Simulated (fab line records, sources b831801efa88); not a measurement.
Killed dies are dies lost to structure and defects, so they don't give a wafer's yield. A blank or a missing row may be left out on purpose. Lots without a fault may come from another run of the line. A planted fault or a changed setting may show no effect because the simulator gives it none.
Chamber matching | flow sky130 | SKY_CONTACT_CMP_04 on cmp-01: 4 sister chambers
The step polishes SiO2. 8 wafers are shown with their chamber, then 10 later ones without.

WAFERS WITH THEIR CHAMBER
wafer  | chamber | motor_current_A (A) | time_to_endpoint_s (s)
L727.6 | 0       | 9.9                 | 89
L730.5 | 0       | 9.7                 | 82
L732.2 | 2       | 13.7                | 78
L732.4 | 3       | 10.6                | 82
L732.5 | 1       | 12.1                | 83
L737.1 | 2       | 13.5                | 84
L737.5 | 3       | 10.9                | 83
L738.2 | 1       | 11.7                | 72

WAFERS WITHOUT THEIR CHAMBER
wafer  | motor_current_A (A) | time_to_endpoint_s (s)
L738.6 | 9.5                 | 79
L743.2 | 10.3                | 79
L743.4 | 9.0                 | 80
L743.6 | 10.0                | 84
L745.1 | 9.6                 | 76
L745.3 | 10.3                | 83
L745.6 | 11.1                | 80
L748.2 | 9.7                 | 78
L748.5 | 9.5                 | 83
L748.6 | 12.1                | 84

WHICH CHAMBER EACH WENT THROUGH
wafer  | from the rows above     | in truth
L738.6 | 0                       | 0
L743.2 | can't be placed: 3 or 0 | 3
L743.4 | 0                       | 0
L743.6 | 0                       | 0
L745.1 | 0                       | 0
L745.3 | can't be placed: 3 or 0 | 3
L745.6 | 3                       | 3
L748.2 | 0                       | 0
L748.5 | 0                       | 0
L748.6 | 1                       | 1
Placed correctly: 8 of 10. Can't be placed from these rows: 2 (the true chamber is among the candidates in 2). Placed wrongly: 0.
How it was worked out, from the rows above alone: a wafer's distance from a chamber is the root of the sum, over the readings, of the square of ((its reading less the chamber's mean) divided by the reading's scatter). The wafer belongs to the nearest chamber; if the next one is less than 2 further off, it can't be placed. A chamber's mean is the mean of its shown wafers. The scatter: the root of (the sum of the squares of (reading less its chamber's mean) over the shown wafers, divided by (wafers less chambers)).
